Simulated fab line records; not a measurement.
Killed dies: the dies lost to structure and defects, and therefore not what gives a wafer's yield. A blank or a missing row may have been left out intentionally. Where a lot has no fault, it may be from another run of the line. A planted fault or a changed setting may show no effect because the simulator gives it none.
Which tool did it? :: flow sky130 :: route of 708 steps, sampled at 1 step: 11 lots, 33 wafers

WHAT THE GAUGES SHOWED, per wafer
SKY_LI_CONTACT_RS_MEAS_22: measures by four-point-probe.
lot: L781
measured: day 29 12:44
on: film-metro-03
LI_CONTACT_W_RS (ohm/sq): 0.2874 0.2883 0.2904

lot: L783
measured: day 29 17:23
on: film-metro-01
LI_CONTACT_W_RS (ohm/sq): 0.2895 0.2891 0.2906

lot: L784
measured: day 30 04:14
on: film-metro-01
LI_CONTACT_W_RS (ohm/sq): 0.2848 0.2842 0.2873

lot: L785
measured: day 30 10:53
on: film-metro-01
LI_CONTACT_W_RS (ohm/sq): 0.2834 0.2868 0.2837

lot: L791
measured: day 32 11:49
on: film-metro-04
LI_CONTACT_W_RS (ohm/sq): 0.2887 0.2866 0.2881

lot: L792
measured: day 32 22:05
on: film-metro-01
LI_CONTACT_W_RS (ohm/sq): 0.2850 0.2843 0.2862

lot: L795
measured: day 34 14:57
on: film-metro-04
LI_CONTACT_W_RS (ohm/sq): 0.2821 0.2831 0.2850

lot: L797
measured: day 34 16:15
on: film-metro-04
LI_CONTACT_W_RS (ohm/sq): 0.2865 0.2897 0.2849

lot: L798
measured: day 34 17:49
on: film-metro-03
LI_CONTACT_W_RS (ohm/sq): 0.2869 0.2871 0.2832

lot: L799
measured: day 34 19:33
on: film-metro-01
LI_CONTACT_W_RS (ohm/sq): 0.2801 0.2820 0.2806

lot: L803
measured: day 36 09:43
on: film-metro-03
LI_CONTACT_W_RS (ohm/sq): 0.2826 0.2844 0.2849

EACH LOT AND THE TOOL THAT RAN IT (in order: tool; ch and the chambers of the sampled wafers; start)
No process step before these readings appears in the record.

THE ANSWER, worked out from the rows above alone
Rule: the lots themselves supply what counts as usual. Put in order of their means at a reading, lots are off if they are a third of the lots or fewer, leave a main group of 4 or more, and stand apart from it by a gap of 3 or more times the standard deviation of the main group's means; of several such gaps the widest counts. The tables above print the reading to a certain number of digits; a main group whose means all agree to those digits is not used. Also off: a lot with no number at a reading for which 4 or more lots have one. All remaining lots with rows at the step are treated as sound.
No lot is off on any of the readings shown, so nothing can be concluded from this.

WHAT THE SIMULATOR HAD PUT IN
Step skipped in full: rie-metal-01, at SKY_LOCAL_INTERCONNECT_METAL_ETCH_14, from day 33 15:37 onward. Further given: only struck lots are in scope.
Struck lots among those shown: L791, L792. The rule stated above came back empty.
